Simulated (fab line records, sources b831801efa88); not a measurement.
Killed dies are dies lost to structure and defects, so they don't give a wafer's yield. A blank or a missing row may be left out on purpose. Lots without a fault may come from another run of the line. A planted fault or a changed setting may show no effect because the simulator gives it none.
Chamber matching | flow gf180mcu | GF_V1_CMP_04 on cmp-02: 4 sister chambers
The step polishes SiO2. 19 wafers are shown with their chamber, then 9 later ones without.

WAFERS WITH THEIR CHAMBER
wafer  | chamber | motor_current_A (A) | time_to_endpoint_s (s)
L243.1 | 0       | 12.0                | 74
L243.2 | 1       | 12.4                | 71
L243.3 | 3       | 11.6                | 76
L244.3 | 2       | 13.2                | 75
L244.5 | 0       | 12.3                | 77
L244.6 | 1       | 12.0                | 81
L245.1 | 1       | 11.8                | 72
L245.2 | 3       | 11.9                | 81
L245.5 | 3       | 12.1                | 84
L246.1 | 0       | 12.0                | 77
L246.3 | 1       | 12.8                | 75
L246.6 | 1       | 12.0                | 74
L248.1 | 0       | 11.3                | 86
L248.2 | 2       | 13.4                | 82
L248.6 | 1       | 12.2                | 83
L253.4 | 3       | 11.3                | 90
L262.2 | 3       | 11.2                | 89
L262.4 | 2       | 12.6                | 95
L262.5 | 3       | 12.1                | 93

SIGNATURES (means of the wafers above)
reading            | chamber 0 | chamber 1 | chamber 2 | chamber 3 | scatter within a chamber
motor_current_A    | 11.900    | 12.200    | 13.067    | 11.700    | 0.392
time_to_endpoint_s | 78.50     | 76.00     | 84.00     | 85.50     | 6.37
Rule: a wafer's distance from a chamber is the root of the sum, over the readings, of the square of ((its reading less the chamber's mean) divided by the reading's scatter). The wafer belongs to the nearest chamber; if the next one is less than 2 further off, it can't be placed. The scatter: the root of (the sum of the squares of (reading less its chamber's mean) over the shown wafers, divided by (wafers less chambers)).

WAFERS WITHOUT THEIR CHAMBER
wafer  | motor_current_A (A) | time_to_endpoint_s (s)
L265.1 | 12.3                | 71
L265.3 | 12.5                | 74
L265.4 | 12.0                | 83
L266.1 | 12.8                | 73
L266.3 | 13.3                | 75
L266.6 | 11.9                | 78
L260.1 | 13.7                | 85
L260.4 | 10.9                | 87
L260.6 | 11.9                | 93

WHICH CHAMBER EACH WENT THROUGH
wafer  | from the rows above               | in truth
L265.1 | can't be placed: 1 or 0 or 3      | 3
L265.3 | can't be placed: 1 or 0 or 2 or 3 | 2
L265.4 | can't be placed: 0 or 3 or 1 or 2 | 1
L266.1 | can't be placed: 1 or 2 or 0 or 3 | 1
L266.3 | can't be placed: 2 or 1           | 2
L266.6 | can't be placed: 0 or 1 or 3      | 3
L260.1 | 2                                 | 2
L260.4 | can't be placed: 3 or 0 or 1      | 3
L260.6 | can't be placed: 3 or 0 or 1      | 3
Placed correctly: 1 of 9. Can't be placed from these rows: 8 (the true chamber is among the candidates in 8). Placed wrongly: 0.
